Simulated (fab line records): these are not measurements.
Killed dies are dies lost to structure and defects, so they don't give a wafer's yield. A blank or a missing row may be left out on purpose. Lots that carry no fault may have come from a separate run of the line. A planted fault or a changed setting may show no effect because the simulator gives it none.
fab line records    flow sfq-line
record: lots: 13  wafers: 39  last-day: 92
route steps=325 shown M2@90 I3@133 I4@173 C5@247
lots that met no fault: taken from a fault-free run of the same line
start-h: hours from the record's first day to the start of the lot's first wafer shown    wait-h: how many hours have passed since the lot's step before this one    " the same as in the row above    L1.1+2: several wafers, shown together as one row    - value missing, or start not given    * or withheld: withheld    < > ~ a bound
route shown NAME@n: a module of which the file shows steps, and the number in the route of the first    usual: mean/standard deviation taken from wafers without a fault    same: alike in all rows    chamber/n: place in a boat    sites: each site's reading    _std_site: standard deviation of those values    _edge_site: inner sites' mean taken away from outer sites' mean    radius-mm: for every site, how far away it sits from the centre of the wafer    mask NAME#n: copy n    behind: the last tool/chamber to shape the wafer    hold: what put the lot on hold/how long, in hours/how the hold closed    device: transistor that didn't switch, given as n, p or np    end of line: tests run on the same wafers once the route is complete    step lacking rows: just its recipe    killed: not the wafer's yield, but the dies lost to structure and defects at the first sort    map: per-die view of a wafer (x killed, . not killed, _ where there is no die)
set.NAME: the run value of the setting; set.NAME@STEP: its run value at that earlier step    model.NAME: the simulator's own value behind a step, which no gauge read
one table for each step of the route and one row for each wafer, over a sample of lots
services: from which hour (start-h, from the record's first day; less than 0 if before it) a tool's chamber was out of use, for how many hours, and why
== steps ==
step: SFQ_M2_RS_MEAS_914
recipe: thk-meas-gauge: four-point-probe  reads: Nb_of_TRILAYER_M2_DEP_SPUTTER_055
usual: M2_NB_RS: 0.892/0.0092
lot.wafer  tool           chamber  start-h  wait-h  M2_NB_RS[ohm/sq]
L589.1     film-metro-02  -        681.56   0.0     0.913
L589.3     "              -        "        "       0.905
L589.4     "              -        "        "       0.905
L590.1     film-metro-02  -        713.65   0.0     0.890
L590.4     "              -        "        "       0.882
L590.5     "              -        "        "       0.886
L595.1     film-metro-04  -        771.37   0.0     0.883
L595.2     "              -        "        "       0.892
L595.5     "              -        "        "       0.893
L596.1     film-metro-04  -        772.55   0.0     0.899
L596.3     "              -        "        "       0.903
L596.6     "              -        "        "       0.895
L601.2     film-metro-02  -        791.77   0.1     0.873
L601.5     "              -        "        "       0.883
L601.6     "              -        "        "       0.889
L603.1     film-metro-03  -        800.17   0.0     0.889
L603.3     "              -        "        "       0.880
L603.4     "              -        "        "       0.890
L604.2     film-metro-02  -        804.97   0.1     0.882
L604.4     "              -        "        "       0.898
L604.6     "              -        "        "       0.891
L605.1     film-metro-04  -        810.95   0.0     0.891
L605.2     "              -        "        "       0.906
L605.6     "              -        "        "       0.898
L606.1     film-metro-02  -        827.75   0.0     0.899
L606.2     "              -        "        "       0.898
L606.6     "              -        "        "       0.893
L608.2     film-metro-04  -        860.33   0.1     0.899
L608.5     "              -        "        "       0.894
L608.6     "              -        "        "       0.901
L609.1     film-metro-04  -        866.31   0.0     0.895
L609.4     "              -        "        "       0.894
L609.5     "              -        "        "       0.893
L610.2     film-metro-04  -        871.13   0.1     0.896
L610.4     "              -        "        "       0.881
L610.6     "              -        "        "       0.895
L612.1     film-metro-04  -        884.43   0.0     0.892
L612.5     "              -        "        "       0.896
L612.6     "              -        "        "       0.899
step: SFQ_TRILAYER_I3_DEP_PECVD_081
recipe: material: SiO2  temp-c: 150  time-s: 111.11  pressure-torr: 2.4  rf-w: 183.3  precursor: SiH4/N2O  target-thk-nm: 500
usual: heater-power-w: 83/8.5  throttle-valve-pct: 24.2/1.9
lot.wafer  tool      chamber  start-h  wait-h  heater-power-w  throttle-valve-pct
L589.1     pecvd-04  0        862.60   0.0     79              22.1
L589.3     "         2        "        "       68              23.5
L589.4     "         1        "        "       84              24.6
L590.1     pecvd-03  0        879.43   0.0     80              23.2
L590.4     "         1        "        "       90              26.6
L590.5     "         0        "        "       82              22.8
L595.1     pecvd-02  1        1058.58  0.0     92              21.3
L595.2     "         0        "        "       95              23.9
L595.5     "         1        "        "       93              21.2
L596.1     pecvd-02  2        1064.58  0.0     85              22.5
L596.3     "         0        "        "       84              24.0
L596.6     "         2        "        "       67              23.0
L601.2     pecvd-04  1        1083.78  0.0     73              25.0
L601.5     "         1        "        "       77              25.2
L601.6     "         0        "        "       69              22.7
L603.1     pecvd-03  1        1087.38  0.0     85              27.6
L603.3     "         0        "        "       68              23.4
L603.4     "         1        "        "       87              27.5
L604.2     pecvd-04  1        1091.58  0.0     83              25.1
L604.4     "         1        "        "       68              25.5
L604.6     "         1        "        "       75              25.4
L605.1     pecvd-02  2        1093.38  0.0     78              23.0
L605.2     "         1        "        "       92              21.3
L605.6     "         0        "        "       86              23.6
L606.1     pecvd-04  1        1099.57  0.0     85              25.3
L606.2     "         2        "        "       74              23.9
L606.6     "         2        "        "       77              23.7
L608.2     pecvd-03  1        1223.02  0.0     92              28.1
L608.5     "         0        "        "       73              23.4
L608.6     "         1        "        "       95              28.0
L609.1     pecvd-02  1        1230.22  0.0     86              21.4
L609.4     "         2        "        "       75              23.3
L609.5     "         1        "        "       94              21.3
L610.2     pecvd-03  0        1237.42  0.0     83              23.7
L610.4     "         2        "        "       80              25.9
L610.6     "         1        "        "       97              28.0
L612.1     pecvd-03  2        1243.99  0.0     97              25.8
L612.5     "         0        "        "       81              23.5
L612.6     "         1        "        "       82              28.0
step: SFQ_I4_OVL_MEAS_928
usual: I4_OVL: 3/6.3
lot.wafer  tool        chamber  start-h  wait-h  I4_OVL[nm]
L589.1     overlay-01  -        1289.12  0.1     -6
L589.3     "           -        "        "       -7
L589.4     "           -        "        "       -8
L590.1     overlay-01  -        1290.32  0.1     6
L590.4     "           -        "        "       -3
L590.5     "           -        "        "       4
L595.1     overlay-02  -        1412.68  0.1     7
L595.2     "           -        "        "       8
L595.5     "           -        "        "       8
L596.1     overlay-02  -        1417.48  0.1     1
L596.3     "           -        "        "       7
L596.6     "           -        "        "       1
L601.2     overlay-01  -        1449.88  0.1     7
L601.5     "           -        "        "       3
L601.6     "           -        "        "       5
L603.1     overlay-01  -        1466.80  0.1     1
L603.3     "           -        "        "       3
L603.4     "           -        "        "       1
L604.2     overlay-01  -        1469.20  0.1     7
L604.4     "           -        "        "       10
L604.6     "           -        "        "       6
L605.1     overlay-01  -        1476.40  0.1     13
L605.2     "           -        "        "       14
L605.6     "           -        "        "       16
L606.1     overlay-01  -        1490.80  0.1     4
L606.2     "           -        "        "       -5
L606.6     "           -        "        "       2
L608.2     overlay-01  -        1564.28  0.1     -3
L608.5     "           -        "        "       3
L608.6     "           -        "        "       4
L609.1     overlay-02  -        1571.48  0.1     12
L609.4     "           -        "        "       6
L609.5     "           -        "        "       9
L610.2     overlay-02  -        1581.56  0.1     0
L610.4     "           -        "        "       1
L610.6     "           -        "        "       2
L612.1     overlay-02  -        1588.75  0.1     1
L612.5     "           -        "        "       0
L612.6     "           -        "        "       -2
step: SFQ_TRILAYER_C5_BARC_OPEN_VIA_ETCH_210
recipe: mask-material: PR  chemistry: O2  target-depth-nm: 125  target: BARC  source-w: 500  bias-w: 80  pressure-mtorr: 30  time-s: 41.7
usual: bias-w: 80.01/0.23  drypump-motor-current-A: 6.0/0.42  oes-product-au: 0.685/0.0041
lot.wafer  tool         chamber  start-h  wait-h  bias-w  drypump-motor-current-A  oes-product-au  rf-hours-counter-h
L589.1     rie-diel-03  0        1629.59  0.0     80.07   5.7                      0.685           5
L589.3     "            1        "        "       80.31   6.2                      0.681           2
L589.4     "            3        "        "       80.05   6.3                      0.691           18
L590.1     rie-diel-03  0        1642.63  0.0     79.52   5.7                      0.688           5
L590.4     "            2        "        "       79.75   6.3                      0.688           18
L590.5     "            1        "        "       80.04   6.2                      0.690           -
L595.1     rie-diel-03  3        1717.15  0.0     79.86   6.2                      0.684           19
L595.2     "            2        "        "       80.09   6.3                      0.688           19
L595.5     "            1        "        "       67.73   6.2                      0.685           -
L596.1     rie-diel-01  1        1718.48  0.0     80.00   6.3                      0.689           15
L596.3     "            3        "        "       79.87   5.6                      0.686           16
L596.6     "            3        "        "       79.99   5.6                      0.690           -
L601.2     rie-diel-04  3        1840.10  0.0     80.17   5.8                      0.684           19
L601.5     "            3        "        "       79.98   5.9                      0.689           -
L601.6     "            0        "        "       79.94   5.0                      0.680           -
L603.1     rie-diel-04  1        1857.68  0.0     80.17   6.6                      0.690           13
L603.3     "            0        "        "       79.58   5.1                      0.687           1
L603.4     "            2        "        "       80.08   5.6                      0.681           4
L604.2     rie-diel-01  1        1862.03  0.0     79.78   6.3                      0.684           16
L604.4     "            2        "        "       80.36   6.0                      0.680           2
L604.6     "            1        "        "       80.25   6.3                      0.687           -
L605.1     rie-diel-01  1        1871.29  0.0     79.87   6.3                      0.692           16
L605.2     "            0        "        "       80.11   5.6                      0.685           17
L605.6     "            0        "        "       79.84   5.6                      0.687           -
L606.1     rie-diel-03  1        1905.82  0.0     80.00   6.2                      0.683           3
L606.2     "            3        "        "       80.28   6.3                      0.681           0
L606.6     "            2        "        "       79.90   6.3                      0.687           -
L608.2     rie-diel-03  0        1921.64  0.0     80.21   5.7                      0.684           7
L608.5     "            2        "        "       80.33   6.3                      0.684           -
L608.6     "            1        "        "       80.01   6.2                      0.687           -
L609.1     rie-diel-04  2        2020.05  0.0     80.09   5.6                      0.686           5
L609.4     "            0        "        "       79.58   5.1                      0.683           2
L609.5     "            3        "        "       80.03   5.8                      0.684           -
L610.2     rie-diel-04  1        2030.98  0.0     80.16   6.7                      0.677           14
L610.4     "            2        "        "       80.39   5.6                      0.680           5
L610.6     "            2        "        "       80.19   5.6                      0.695           -
L612.1     rie-diel-03  1        2045.50  0.0     80.11   6.2                      0.688           5
L612.5     "            1        "        "       79.84   6.2                      0.682           -
L612.6     "            2        "        "       79.90   6.3                      0.689           -
== services ==
tool         chamber  start-h  hours  kind
rie-diel-03  0        877.21   1.6    repair
rie-diel-03  -        928.16   1.0    repair
rie-diel-03  2        1069.33  7.4    repair
rie-diel-03  3        1089.02  16.1   repair
rie-diel-03  0        1090.02  2.2    repair
rie-diel-03  -        1123.68  0.6    repair
rie-diel-03  3        1125.27  9.4    repair
rie-diel-03  0        1134.12  4.3    repair
rie-diel-03  0        1142.29  6.1    repair
rie-diel-03  0        1164.15  9.3    repair
rie-diel-03  1        1191.27  33.9   repair
rie-diel-03  0        1220.99  9.1    repair
rie-diel-03  3        1269.27  9.4    repair
rie-diel-03  0        1273.77  11.9   repair
rie-diel-03  0        1291.16  16.4   repair
rie-diel-03  1        1311.76  6.7    repair
rie-diel-03  2        1425.41  3.3    repair
rie-diel-03  2        1449.13  3.8    repair
rie-diel-03  -        1733.22  1.0    repair
rie-diel-03  2        1753.67  2.3    repair
rie-diel-03  2        1855.38  5.8    repair
rie-diel-03  1        1857.96  11.0   repair
rie-diel-03  3        1901.39  1.2    repair
rie-diel-03  -        1917.70  2.8    pm
== key ==
first-sign: step: SFQ_TRILAYER_C5_BARC_OPEN_VIA_ETCH_210  reading: bias-w  direction: down  sigmas: 54  usual: 80.01  struck: 67.73
effect none on later readings
met-at SFQ_TRILAYER_C5_BARC_OPEN_VIA_ETCH_210
struck-lots L595
struck-wafers L595.5
not-acting-at SFQ_M2_RS_MEAS_914,SFQ_TRILAYER_I3_DEP_PECVD_081,SFQ_I4_OVL_MEAS_928
onset-between 1642.63 1717.15
fault: kind: process-parameter-drift  tool: rie-diel-03  chamber: 1  onset-h: 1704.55  steps: SFQ_TRILAYER_C5_BARC_OPEN_VIA_ETCH_210  channel: bias-w  offset: -11.892  shape: step  end-h: 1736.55  acts-in: these-recipes-only  stated: 80
